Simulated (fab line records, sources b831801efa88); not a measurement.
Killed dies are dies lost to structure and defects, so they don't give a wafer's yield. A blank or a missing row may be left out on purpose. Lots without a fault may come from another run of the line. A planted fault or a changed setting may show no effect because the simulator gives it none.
Tool commonality check | flow gf180mcu | 15 lots, 45 wafers sampled

WHY IT WAS OPENED
At GF_PSD_RS_MEAS_14 the reading NSD_RS is flagged on 3 of 15 lots. Wafers without a fault read 46.15 ohm/sq, standard deviation 0.087.
Rule: a lot is flagged when every wafer of it that has a number lies more than 4 standard deviations from that mean, or none has a number. The other lots count as sound.

lot  | measured     | on            | NSD_RS (ohm/sq), wafer by wafer | flag
L352 | day 14 17:47 | film_metro-04 | 46.04 46.05 46.09               |
L353 | day 14 22:07 | film_metro-03 | 46.26 46.20 46.14               |
L354 | day 15 08:19 | film_metro-04 | 46.10 46.17 46.06               |
L355 | day 15 22:17 | film_metro-03 | 46.11 46.18 46.16               |
L356 | day 16 01:51 | film_metro-03 | 46.14 46.11 46.21               |
L359 | day 17 02:10 | film_metro-02 | 46.14 45.99 46.19               |
L360 | day 17 07:05 | film_metro-02 | 46.19 46.27 46.24               |
L363 | day 18 14:16 | film_metro-04 | 41.94 41.98 42.00               | FLAGGED
L364 | day 19 01:10 | film_metro-03 | 41.94 41.90 41.90               | FLAGGED
L365 | day 19 10:29 | film_metro-03 | 42.07 41.96 42.04               | FLAGGED
L367 | day 20 06:37 | film_metro-03 | 46.22 46.18 46.09               |
L371 | day 21 09:35 | film_metro-02 | 46.12 46.15 46.20               |
L372 | day 21 16:11 | film_metro-03 | 46.24 46.19 46.24               |
L373 | day 22 04:26 | film_metro-04 | 46.07 46.03 46.08               |
L374 | day 22 11:08 | film_metro-03 | 46.20 46.12 46.21               |
The numbers of the flagged lots are 41.97 ohm/sq on average: -4.18 ohm/sq against the usual, or -48 standard deviations.

WHICH TOOL RAN EACH LOT
The record holds 1 process step before the reading, out of a route of 602 steps. In each cell: the tool, then ch and the chambers that the sampled wafers went through, then the start.
lot  | flag    | GF_PSD_RTA_13
L352 |         | rtp_anneal-01 ch 0, day 14 17:41
L353 |         | rtp_anneal-02 ch 0, day 14 22:02
L354 |         | rtp_anneal-02 ch 0, day 15 08:13
L355 |         | rtp_anneal-02 ch 0, day 15 22:11
L356 |         | rtp_anneal-01 ch 0, day 16 01:46
L359 |         | rtp_anneal-01 ch 0, day 17 02:04
L360 |         | rtp_anneal-02 ch 0, day 17 07:00
L363 | FLAGGED | rtp_anneal-01 ch 0, day 18 14:11
L364 | FLAGGED | rtp_anneal-01 ch 0, day 19 01:05
L365 | FLAGGED | rtp_anneal-01 ch 0, day 19 10:23
L367 |         | rtp_anneal-02 ch 0, day 20 06:31
L371 |         | rtp_anneal-02 ch 0, day 21 09:29
L372 |         | rtp_anneal-02 ch 0, day 21 16:05
L373 |         | rtp_anneal-01 ch 0, day 22 04:16
L374 |         | rtp_anneal-01 ch 0, day 22 10:51
What these steps do:
- GF_PSD_RTA_13: time 20 s.
- GF_PSD_RS_MEAS_14: measures by four-point-probe.

FLAGGED OVER TOTAL, TOOL BY TOOL (the gauges that took the reading come last)
step              | tool          | lots run | flagged | share of the flagged lots | sound lots run after its first flagged lot
GF_PSD_RTA_13     | rtp_anneal-01 | 8        | 3       | all                       | 2 (L373,L374)
GF_PSD_RTA_13     | rtp_anneal-02 | 7        | 0       | none                      | -
GF_PSD_RS_MEAS_14 | film_metro-02 | 3        | 0       | none                      | -
GF_PSD_RS_MEAS_14 | film_metro-03 | 8        | 2       | some                      | 3 (L367,L372,L374)
GF_PSD_RS_MEAS_14 | film_metro-04 | 4        | 1       | some                      | 1 (L373)

WHAT THE TABLE ALLOWS
1 row of the table ran every flagged lot: rtp_anneal-01 at GF_PSD_RTA_13.
- rtp_anneal-01 at GF_PSD_RTA_13: 3 of its 8 lots flagged. Sound lots ran on it after the first flagged one (L373, L374), which a lasting fault on the whole tool wouldn't allow. Its own readings lie more than 4 standard deviations out on every wafer of the flagged lots: wafer_temp_C_max.
No row of the table ran every flagged lot and no sound lot after the first.

WHAT THE SIMULATOR HAD PUT IN
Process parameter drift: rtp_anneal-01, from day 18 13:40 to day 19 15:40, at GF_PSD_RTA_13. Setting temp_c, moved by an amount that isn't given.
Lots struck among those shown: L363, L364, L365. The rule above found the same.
